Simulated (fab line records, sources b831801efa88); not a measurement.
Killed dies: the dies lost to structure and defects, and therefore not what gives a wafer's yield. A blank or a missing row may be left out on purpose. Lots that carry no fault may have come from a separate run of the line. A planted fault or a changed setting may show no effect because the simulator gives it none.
Matching of chambers :: flow gf180mcu :: cmp-02 running GF_V4_CMP_26: 4 sister chambers
The step polishes, stops on SiO2, t overpolish 15 s, target thk 0 nm. 8 wafers are shown with their chamber, then 12 later ones without.

## EACH WAFER AND ITS CHAMBER
wafer: L080.5
chamber: 2
motor_current_A (A): 10.5
retaining_ring_pressure_frac: 1.000

wafer: L082.2
chamber: 2
motor_current_A (A): 10.6
retaining_ring_pressure_frac: 0.997

wafer: L083.4
chamber: 0
motor_current_A (A): 10.9
retaining_ring_pressure_frac: 0.991

wafer: L084.3
chamber: 0
motor_current_A (A): 11.0
retaining_ring_pressure_frac: 1.001

wafer: L084.4
chamber: 3
motor_current_A (A): 10.8
retaining_ring_pressure_frac: 1.002

wafer: L085.2
chamber: 1
motor_current_A (A): 12.1
retaining_ring_pressure_frac: 1.001

wafer: L085.4
chamber: 3
motor_current_A (A): 10.3
retaining_ring_pressure_frac: 1.001

wafer: L085.5
chamber: 1
motor_current_A (A): 13.1
retaining_ring_pressure_frac: 1.004

## WAFERS WHOSE CHAMBER IS MISSING
wafer: L091.4
motor_current_A (A): 12.8
retaining_ring_pressure_frac: 1.006

wafer: L091.5
motor_current_A (A): 11.1
retaining_ring_pressure_frac: 1.005

wafer: L091.6
motor_current_A (A): 10.4
retaining_ring_pressure_frac: 0.993

wafer: L093.3
motor_current_A (A): 10.6
retaining_ring_pressure_frac: 0.998

wafer: L093.5
motor_current_A (A): 10.1
retaining_ring_pressure_frac: 0.995

wafer: L093.6
motor_current_A (A): 11.4
retaining_ring_pressure_frac: 0.995

wafer: L095.1
motor_current_A (A): 12.7
retaining_ring_pressure_frac: 0.999

wafer: L095.4
motor_current_A (A): 10.4
retaining_ring_pressure_frac: 1.002

wafer: L095.6
motor_current_A (A): 10.5
retaining_ring_pressure_frac: 1.001

wafer: L096.1
motor_current_A (A): 10.7
retaining_ring_pressure_frac: 1.003

wafer: L096.2
motor_current_A (A): 12.5
retaining_ring_pressure_frac: 1.002

wafer: L096.6
motor_current_A (A): 10.4
retaining_ring_pressure_frac: 0.998

## THE CHAMBER EACH PASSED THROUGH
wafer: L091.4
from the rows above: 1
in truth: 1

wafer: L091.5
from the rows above: can't be placed: 3 or 2 or 0
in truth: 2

wafer: L091.6
from the rows above: can't be placed: 2 or 0 or 3
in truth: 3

wafer: L093.3
from the rows above: can't be placed: 2 or 3 or 0
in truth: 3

wafer: L093.5
from the rows above: can't be placed: 2 or 3 or 0
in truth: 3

wafer: L093.6
from the rows above: can't be placed: 0 or 2 or 3
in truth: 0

wafer: L095.1
from the rows above: 1
in truth: 1

wafer: L095.4
from the rows above: can't be placed: 3 or 2 or 0
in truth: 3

wafer: L095.6
from the rows above: can't be placed: 3 or 2 or 0
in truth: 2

wafer: L096.1
from the rows above: can't be placed: 3 or 2 or 0
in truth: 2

wafer: L096.2
from the rows above: 1
in truth: 1

wafer: L096.6
from the rows above: can't be placed: 2 or 3 or 0
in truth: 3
Correctly placed: 3 of 12. Can't be placed from these rows: 9 (the true chamber is among the candidates in 9). Number placed wrongly: 0.
How it was worked out, from the rows above alone: a wafer's distance from a chamber is the root of the sum, over the readings, of the square of ((its reading less the chamber's mean) divided by the reading's scatter). The wafer belongs to the nearest chamber; if the next one is less than 2 further off, it can't be placed. Each chamber's mean is taken over the wafers shown for it. The scatter: take each reading less its chamber's mean, square it, sum over the shown wafers, divide by the number of wafers less the number of chambers, and take the root.
